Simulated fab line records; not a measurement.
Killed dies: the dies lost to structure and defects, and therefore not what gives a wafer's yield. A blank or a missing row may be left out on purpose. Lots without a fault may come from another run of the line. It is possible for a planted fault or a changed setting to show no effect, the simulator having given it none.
A struck lot beside a sound one :: flow sky130 :: 19 steps out of a route of 708
Sound: these wafers, L223.2, L223.5, L223.6. Struck: wafer L217.4. (L217.6 of the same lot was not struck and is left out.) The cause comes at the end.
Per side, at each step with rows, come the tool, then ch with its chambers, and then its first start. Under that, the readings that differ: sound wafers :: struck wafers :: difference of the means :: sigmas: that difference in standard deviations of wafers without a fault.
alike: readings with means less than 2 such deviations apart, plus words and numbers identical on both sides. not compared: withheld readings, readings lacking a value on some wafer, bounds such as >300 that could conceal the same value, and numbers that have no deviation in the record and whose values overlap.
A row with sigmas, a row that says differs or no value, or rows on one side alone: a step with any of these is where the two part. When numbers do not overlap yet have no deviation, they are printed without sigmas and do not part them. A reading that every wafer of one side lacks parts them only if that side has two wafers or more.

first, 4 steps without rows for these wafers: SKY_LDD_N_IMPLANT_12; SKY_LDD_N_IMPLANT_13; SKY_LDD_N_IMPLANT_14; SKY_LDD_N_IMPLANT_15.
SKY_LDD_N_STRIP_16: strips in O2/N2.
  sound on plasma asher-04 ch 0,1, day 22 21:40; struck on plasma asher-03 ch 0, day 20 22:37
  alike: drypump motor current A, oes product au, strip time to endpoint s
  not compared: rf hours counter h
SKY_LDD_N_TW_MEAS_17:
  sound on film metro-04, day 22 21:46; struck on film metro-03, day 20 22:43
reading: LDD_N_TW
sound: 2646 2638 2645
struck: 2556
difference: -87
sigmas: -3
then, 6 steps without rows for these wafers: SKY_LDD_P_DEHYDRATE_00 (time 60 s); SKY_LDD_P_HMDS_01 (prime time 60 s); SKY_LDD_P_COAT_02 (resist thk 1140 nm); SKY_LDD_P_SOFTBAKE_03 (time 60 s); SKY_LDD_P_EXPOSE_04 (exposes mask PSDM, target cd 380 nm); SKY_LDD_P_PEB_05.
SKY_LDD_P_DEVELOP_06: develop time 60 s.
  sound on litho track-02 ch 0, day 24 04:20; struck on litho track-01 ch 0, day 22 04:58
  alike: exhaust pa
SKY_LDD_P_CD_MEAS_07 targets a cd of 380 nm.
  sound on cd sem-02, day 24 04:29; struck on cd sem-02, day 22 05:06
  not compared: cd nm
SKY_LDD_P_OVL_MEAS_08:
  sound on overlay-01, day 24 04:35; struck on overlay-01, day 22 05:11
  not compared: LDD_P_OVL
next, for these wafers, 1 step has no rows: SKY_LDD_P_IMPLANT_09.
SKY_LDD_P_STRIP_10: strips in O2/N2.
  sound on plasma asher-02 ch 0,1, day 24 04:46; struck on plasma asher-02 ch 1, day 22 05:23
  alike: drypump motor current A, oes product au, strip time to endpoint s
  not compared: rf hours counter h
SKY_LDD_P_TW_MEAS_11:
  sound on film metro-03, day 24 04:52; struck on film metro-01, day 22 05:29
reading: LDD_P_TW
sound: 631 631 629
struck: 30
difference: -600
sigmas: -99 or more
then, 1 step without rows for these wafers: SKY_LDD_HVN_DEHYDRATE_00 (time 60 s).

== WHERE THEY PART ==
Last at SKY_LDD_P_TW_MEAS_11 as far as this record goes, first at SKY_LDD_N_TW_MEAS_17.

WHY: what had been put in by the simulator
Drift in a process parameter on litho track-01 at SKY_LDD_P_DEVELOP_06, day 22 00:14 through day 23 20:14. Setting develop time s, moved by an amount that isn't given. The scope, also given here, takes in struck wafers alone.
